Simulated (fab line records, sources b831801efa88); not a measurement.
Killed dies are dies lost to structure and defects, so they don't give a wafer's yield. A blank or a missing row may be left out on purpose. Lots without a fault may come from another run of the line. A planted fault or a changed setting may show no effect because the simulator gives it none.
Which tool did it? | flow sky130 | 13 lots, 39 wafers sampled, at 1 step of a route of 708

WHAT THE GAUGES READ, wafer by wafer
SKY_VT_ADJUST_LVTN_OVL_MEAS_18.
lot  | measured     | on         | VT_ADJUST_LVTN_01_OVL (nm)
L497 | day 7 18:35  | overlay-02 | 1.0 -0.1 2.4
L498 | day 8 01:35  | overlay-02 | -0.2 -1.9 0.5
L499 | day 8 01:52  | overlay-01 | 0.5 -0.6 -1.0
L500 | day 8 10:16  | overlay-01 | -0.1 -2.5 0.0
L502 | day 9 14:10  | overlay-01 | -1.1 -0.2 2.4
L503 | day 9 14:27  | overlay-02 | 0.9 -0.3 -1.1
L501 | day 9 14:45  | overlay-02 | -0.9 0.7 1.2
L504 | day 9 23:30  | overlay-02 | 2.1 2.2 2.4
L505 | day 10 01:57 | overlay-01 | 2.1 1.6 0.9
L506 | day 10 05:50 | overlay-02 | 1.9 -0.8 -0.1
L515 | day 12 20:23 | overlay-02 | -0.2 1.0 1.8
L516 | day 13 02:55 | overlay-02 | 0.1 -1.2 -1.5
L520 | day 14 06:26 | overlay-01 | 0.9 -0.1 -0.9

WHICH TOOL RAN EACH LOT (tool, then ch and the chambers of the sampled wafers, then the start)
The record holds no process step before these readings.

WHAT THE TOOLS THEMSELVES READ (means of the sampled wafers that have a number; where no wafer has one, the mark that the record gives instead)
The record holds no such reading with a usual standard deviation.

THE ANSWER, worked out from the rows above alone
Rule: what is usual is taken from the lots themselves. Put in order of their means at a reading, lots are off if they are a third of the lots or fewer, leave a main group of 4 or more, and stand apart from it by a gap of 3 or more times the standard deviation of the main group's means; of several such gaps the widest counts. A main group whose means are all the same, to the digits that the tables above print for the reading, isn't used. A lot without any number at a reading at which 4 lots or more have one is off too. The other lots that the step has rows for count as sound. The gauges are gone through in route order, then the tools' own readings, and for those a lot's mean is taken as printed above. The first step at which some lot is off is used, and at that step the reading that is off furthest; a lot without a number counts as furthest.
No lot is off at any reading shown: from this, nothing can be told.

WHAT THE SIMULATOR HAD PUT IN
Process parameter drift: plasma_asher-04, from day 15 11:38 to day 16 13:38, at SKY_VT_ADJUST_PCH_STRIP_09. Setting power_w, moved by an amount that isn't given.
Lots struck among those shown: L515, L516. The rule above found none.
